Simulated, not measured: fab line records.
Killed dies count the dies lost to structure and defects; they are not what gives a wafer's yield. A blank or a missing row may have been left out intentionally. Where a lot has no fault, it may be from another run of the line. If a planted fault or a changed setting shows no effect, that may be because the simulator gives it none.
Tool commonality check || flow gf180mcu || Lots sampled 14, wafers sampled 42

== REASON FOR OPENING ==
At GF_M2_CD_MEAS_14 the reading cd_nm is flagged on 2 of 14 lots. No-fault wafers: 280.1 nm, standard deviation 1.2.
Rule: flag the lot when none of its wafers has a number, or when each of its wafers that has one lies beyond 4 standard deviations from that mean. The other lots count as sound.

{"lot": "L874", "measured": "day 18 21:58", "on": "cd_sem-02", "cd_nm (nm), wafer by wafer": "279.0 279.3 278.2", "flag": ""}
{"lot": "L875", "measured": "day 19 04:11", "on": "cd_sem-02", "cd_nm (nm), wafer by wafer": "283.2 282.7 283.6", "flag": ""}
{"lot": "L877", "measured": "day 19 23:45", "on": "cd_sem-02", "cd_nm (nm), wafer by wafer": "281.1 281.3 281.5", "flag": ""}
{"lot": "L878", "measured": "day 20 21:01", "on": "cd_sem-01", "cd_nm (nm), wafer by wafer": "278.5 279.7 279.3", "flag": ""}
{"lot": "L879", "measured": "day 20 21:44", "on": "cd_sem-02", "cd_nm (nm), wafer by wafer": "278.5 278.3 277.8", "flag": ""}
{"lot": "L880", "measured": "day 21 08:10", "on": "cd_sem-02", "cd_nm (nm), wafer by wafer": "281.1 281.1 280.5", "flag": ""}
{"lot": "L881", "measured": "day 21 21:31", "on": "cd_sem-01", "cd_nm (nm), wafer by wafer": "280.2 279.6 278.8", "flag": ""}
{"lot": "L882", "measured": "day 22 19:37", "on": "cd_sem-02", "cd_nm (nm), wafer by wafer": "281.9 280.2 280.6", "flag": ""}
{"lot": "L883", "measured": "day 23 04:31", "on": "cd_sem-01", "cd_nm (nm), wafer by wafer": "277.8 278.3 278.7", "flag": ""}
{"lot": "L884", "measured": "day 23 07:38", "on": "cd_sem-01", "cd_nm (nm), wafer by wafer": "279.0 280.2 279.9", "flag": ""}
{"lot": "L885", "measured": "day 23 21:58", "on": "cd_sem-02", "cd_nm (nm), wafer by wafer": "280.8 279.8 281.2", "flag": ""}
{"lot": "L886", "measured": "day 24 01:46", "on": "cd_sem-01", "cd_nm (nm), wafer by wafer": "280.0 279.7 279.9", "flag": ""}
{"lot": "L887", "measured": "day 24 08:37", "on": "cd_sem-02", "cd_nm (nm), wafer by wafer": "375.1 374.7 375.2", "flag": "FLAGGED"}
{"lot": "L888", "measured": "day 24 20:43", "on": "cd_sem-01", "cd_nm (nm), wafer by wafer": "359.1 360.1 360.4", "flag": "FLAGGED"}
The numbers of the flagged lots are 367.4 nm on average: +87.3 nm against the usual, or +73 standard deviations.

== TOOL THAT RAN EACH LOT ==
Before the reading, the record contains 3 process steps out of a 602-step route. Each cell gives the tool, then ch followed by the chambers the sampled wafers passed through, then the start.
{"lot": "L874", "flag": "", "GF_V1_ETCH_17": "rie_diel-02 ch 1,2,3, day 17 22:19 or earlier", "GF_M2_SPUTTER_03": "pvd_sputter-03, day 17 22:19", "GF_M2_PEB_12": "litho_track-03 ch 0, day 18 21:37"}
{"lot": "L875", "flag": "", "GF_V1_ETCH_17": "rie_diel-01 ch 0,1,3, day 18 05:17 or earlier", "GF_M2_SPUTTER_03": "pvd_sputter-03, day 18 05:17", "GF_M2_PEB_12": "litho_track-02 ch 0, day 19 03:51"}
{"lot": "L877", "flag": "", "GF_V1_ETCH_17": "rie_diel-03 ch 2,3, day 18 23:17 or earlier", "GF_M2_SPUTTER_03": "pvd_sputter-04, day 18 23:17", "GF_M2_PEB_12": "litho_track-02 ch 0, day 19 23:26"}
{"lot": "L878", "flag": "", "GF_V1_ETCH_17": "rie_diel-02 ch 1,2,3, day 19 20:23 or earlier", "GF_M2_SPUTTER_03": "pvd_sputter-04, day 19 20:23", "GF_M2_PEB_12": "litho_track-03 ch 0, day 20 20:40"}
{"lot": "L879", "flag": "", "GF_V1_ETCH_17": "rie_diel-03 ch 1,2,3, day 19 21:30 or earlier", "GF_M2_SPUTTER_03": "pvd_sputter-01, day 19 21:30", "GF_M2_PEB_12": "litho_track-01 ch 0, day 20 21:25"}
{"lot": "L880", "flag": "", "GF_V1_ETCH_17": "rie_diel-01 ch 2,3, day 20 08:31 or earlier", "GF_M2_SPUTTER_03": "pvd_sputter-03, day 20 08:31", "GF_M2_PEB_12": "litho_track-03 ch 0, day 21 07:50"}
{"lot": "L881", "flag": "", "GF_V1_ETCH_17": "rie_diel-03 ch 0,2,3, day 20 21:59 or earlier", "GF_M2_SPUTTER_03": "pvd_sputter-03, day 20 21:59", "GF_M2_PEB_12": "litho_track-01 ch 0, day 21 21:10"}
{"lot": "L882", "flag": "", "GF_V1_ETCH_17": "rie_diel-01 ch 1,2,3, day 21 20:17 or earlier", "GF_M2_SPUTTER_03": "pvd_sputter-03, day 21 20:17", "GF_M2_PEB_12": "litho_track-01 ch 0, day 22 19:17"}
{"lot": "L883", "flag": "", "GF_V1_ETCH_17": "rie_diel-01 ch 0,2, day 22 05:31 or earlier", "GF_M2_SPUTTER_03": "pvd_sputter-01, day 22 05:31", "GF_M2_PEB_12": "litho_track-03 ch 0, day 23 04:10"}
{"lot": "L884", "flag": "", "GF_V1_ETCH_17": "rie_diel-03 ch 1,2,3, day 22 08:46 or earlier", "GF_M2_SPUTTER_03": "pvd_sputter-01, day 22 08:46", "GF_M2_PEB_12": "litho_track-01 ch 0, day 23 07:19"}
{"lot": "L885", "flag": "", "GF_V1_ETCH_17": "rie_diel-02 ch 0,3, day 22 22:37 or earlier", "GF_M2_SPUTTER_03": "pvd_sputter-04, day 22 22:37", "GF_M2_PEB_12": "litho_track-01 ch 0, day 23 21:38"}
{"lot": "L886", "flag": "", "GF_V1_ETCH_17": "rie_diel-02 ch 0,2,3, day 23 02:24 or earlier", "GF_M2_SPUTTER_03": "pvd_sputter-03, day 23 02:24", "GF_M2_PEB_12": "litho_track-01 ch 0, day 24 01:25"}
{"lot": "L887", "flag": "FLAGGED", "GF_V1_ETCH_17": "rie_diel-01 ch 1,2, day 23 09:28 or earlier", "GF_M2_SPUTTER_03": "pvd_sputter-01, day 23 09:28", "GF_M2_PEB_12": "litho_track-01 ch 0, day 24 08:17"}
{"lot": "L888", "flag": "FLAGGED", "GF_V1_ETCH_17": "rie_diel-01 ch 0,1,3, day 23 23:04 or earlier", "GF_M2_SPUTTER_03": "pvd_sputter-01, day 23 23:04", "GF_M2_PEB_12": "litho_track-01 ch 0, day 24 20:23"}
These steps, and what they do:
- GF_V1_ETCH_17: etches SiO2 in C4F8/O2/Ar, stops on TiN, target depth 630 nm.
- GF_M2_SPUTTER_03: material Ti, target thk 10 nm, time 6.7 s.
- GF_M2_PEB_12: peb time 90 s.
- GF_M2_CD_MEAS_14: target cd 280 nm.

== FLAGGED OVER TOTAL, TOOL BY TOOL (the gauges that took the reading come last) ==
{"step": "GF_V1_ETCH_17", "tool": "rie_diel-01", "lots run": 6, "flagged": 2, "share of the flagged lots": "all", "sound lots run after its first flagged lot": 0}
{"step": "GF_V1_ETCH_17", "tool": "rie_diel-02", "lots run": 4, "flagged": 0, "share of the flagged lots": "none", "sound lots run after its first flagged lot": "-"}
{"step": "GF_V1_ETCH_17", "tool": "rie_diel-03", "lots run": 4, "flagged": 0, "share of the flagged lots": "none", "sound lots run after its first flagged lot": "-"}
{"step": "GF_M2_SPUTTER_03", "tool": "pvd_sputter-01", "lots run": 5, "flagged": 2, "share of the flagged lots": "all", "sound lots run after its first flagged lot": 0}
{"step": "GF_M2_SPUTTER_03", "tool": "pvd_sputter-03", "lots run": 6, "flagged": 0, "share of the flagged lots": "none", "sound lots run after its first flagged lot": "-"}
{"step": "GF_M2_SPUTTER_03", "tool": "pvd_sputter-04", "lots run": 3, "flagged": 0, "share of the flagged lots": "none", "sound lots run after its first flagged lot": "-"}
{"step": "GF_M2_PEB_12", "tool": "litho_track-01", "lots run": 8, "flagged": 2, "share of the flagged lots": "all", "sound lots run after its first flagged lot": 0}
{"step": "GF_M2_PEB_12", "tool": "litho_track-02", "lots run": 2, "flagged": 0, "share of the flagged lots": "none", "sound lots run after its first flagged lot": "-"}
{"step": "GF_M2_PEB_12", "tool": "litho_track-03", "lots run": 4, "flagged": 0, "share of the flagged lots": "none", "sound lots run after its first flagged lot": "-"}
{"step": "GF_M2_CD_MEAS_14", "tool": "cd_sem-01", "lots run": 6, "flagged": 1, "share of the flagged lots": "some", "sound lots run after its first flagged lot": 0}
{"step": "GF_M2_CD_MEAS_14", "tool": "cd_sem-02", "lots run": 8, "flagged": 1, "share of the flagged lots": "some", "sound lots run after its first flagged lot": 0}
GF_V1_ETCH_17: start missing for some lots; hours and lot order therefore follow GF_M2_SPUTTER_03.

== WHAT THE TABLE ALLOWS ==
rie_diel-01 at GF_V1_ETCH_17, pvd_sputter-01 at GF_M2_SPUTTER_03 and litho_track-01 at GF_M2_PEB_12: these 3 rows of the table ran every flagged lot.
- rie_diel-01 at GF_V1_ETCH_17: 2 of its 6 lots flagged. It ran its last sound lot, L883, at day 22 05:31 and its first flagged lot, L887, at day 23 09:28: a fault with its onset between the two fits.
- pvd_sputter-01 at GF_M2_SPUTTER_03: 2 of its 5 lots flagged. It ran its last sound lot, L884, at day 22 08:46 and its first flagged lot, L887, at day 23 09:28: a fault with its onset between the two fits.
- litho_track-01 at GF_M2_PEB_12: 2 of its 8 lots flagged. It ran its last sound lot, L886, at day 24 01:25 and its first flagged lot, L887, at day 24 08:17: a fault with its onset between the two fits. Its own readings lie more than 4 standard deviations out on every wafer of the flagged lots: heater_power_total_W, plate_temp_C.
A lot count leaves these 3 tools indistinguishable: every one of them fits a fault beginning at some hour. More lots, or a look at what each step does to the wafer, might.

== WHAT WAS PUT IN BY THE SIMULATOR ==
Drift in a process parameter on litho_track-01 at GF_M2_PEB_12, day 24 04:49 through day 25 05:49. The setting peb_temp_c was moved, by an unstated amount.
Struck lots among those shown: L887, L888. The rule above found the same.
